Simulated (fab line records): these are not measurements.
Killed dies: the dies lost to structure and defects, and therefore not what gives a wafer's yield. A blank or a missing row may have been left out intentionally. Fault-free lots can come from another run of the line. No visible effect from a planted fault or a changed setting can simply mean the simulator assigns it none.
Which tool was responsible? || flow gf180mcu || route of 602 steps, sampled at 1 step: 13 lots, 39 wafers

== WHAT EACH GAUGE READ, for each wafer ==
GF_M2_THK_MEAS_06: measures by xrf.
{"lot": "L517", "measured": "day 18 04:43", "on": "film metro-01", "M2_ALCU_THK (nm)": "431 440 436"}
{"lot": "L518", "measured": "day 18 17:26", "on": "film metro-04", "M2_ALCU_THK (nm)": "440 433 437"}
{"lot": "L519", "measured": "day 19 03:53", "on": "film metro-01", "M2_ALCU_THK (nm)": "440 445 444"}
{"lot": "L521", "measured": "day 20 05:19", "on": "film metro-04", "M2_ALCU_THK (nm)": "446 442 452"}
{"lot": "L525", "measured": "day 21 17:37", "on": "film metro-01", "M2_ALCU_THK (nm)": "458 441 440"}
{"lot": "L529", "measured": "day 23 04:17", "on": "film metro-04", "M2_ALCU_THK (nm)": "448 438 439"}
{"lot": "L530", "measured": "day 23 06:25", "on": "film metro-01", "M2_ALCU_THK (nm)": "442 449 444"}
{"lot": "L531", "measured": "day 23 15:24", "on": "film metro-04", "M2_ALCU_THK (nm)": "443 453 439"}
{"lot": "L533", "measured": "day 24 08:42", "on": "film metro-03", "M2_ALCU_THK (nm)": "446 441 441"}
{"lot": "L535", "measured": "day 25 00:44", "on": "film metro-04", "M2_ALCU_THK (nm)": "447 436 441"}
{"lot": "L536", "measured": "day 25 08:46", "on": "film metro-03", "M2_ALCU_THK (nm)": "447 440 447"}
{"lot": "L539", "measured": "day 26 04:34", "on": "film metro-03", "M2_ALCU_THK (nm)": "441 429 434"}
{"lot": "L540", "measured": "day 26 13:28", "on": "film metro-01", "M2_ALCU_THK (nm)": "437 432 442"}

== WHICH TOOL RAN EACH LOT (tool, then ch and the chambers of the sampled wafers, then the start) ==
Record: no process step prior to these readings.

== AS READ BY THE TOOLS THEMSELVES (means over the sampled wafers that have a number; for cases with no such wafer, the mark the record gives instead) ==
The record holds no such reading with a usual standard deviation.

== THE ANSWER, worked out from the rows above alone ==
Rule: what is usual is taken from the lots themselves. The widest of any qualifying gaps counts: lots, ordered by their means at a reading, are off when they make up no more than a third of the lots, leave a main group of 4 or more, and stand apart from it by 3 or more times the standard deviation of that group's means. A main group whose means are all the same, to the digits that the tables above print for the reading, isn't used. A lot without any number at a reading at which 4 lots or more have one is off too. Where the step has rows for the other lots, those lots are counted as sound. The gauges are gone through in route order, then the tools' own readings, and for those a lot's mean is taken as printed above. The first step at which some lot is off is used, and at that step the reading that is off furthest; a lot without a number counts as furthest.
No lot is off at any reading shown: from this, nothing can be told.

== WHAT THE SIMULATOR HAD PUT IN ==
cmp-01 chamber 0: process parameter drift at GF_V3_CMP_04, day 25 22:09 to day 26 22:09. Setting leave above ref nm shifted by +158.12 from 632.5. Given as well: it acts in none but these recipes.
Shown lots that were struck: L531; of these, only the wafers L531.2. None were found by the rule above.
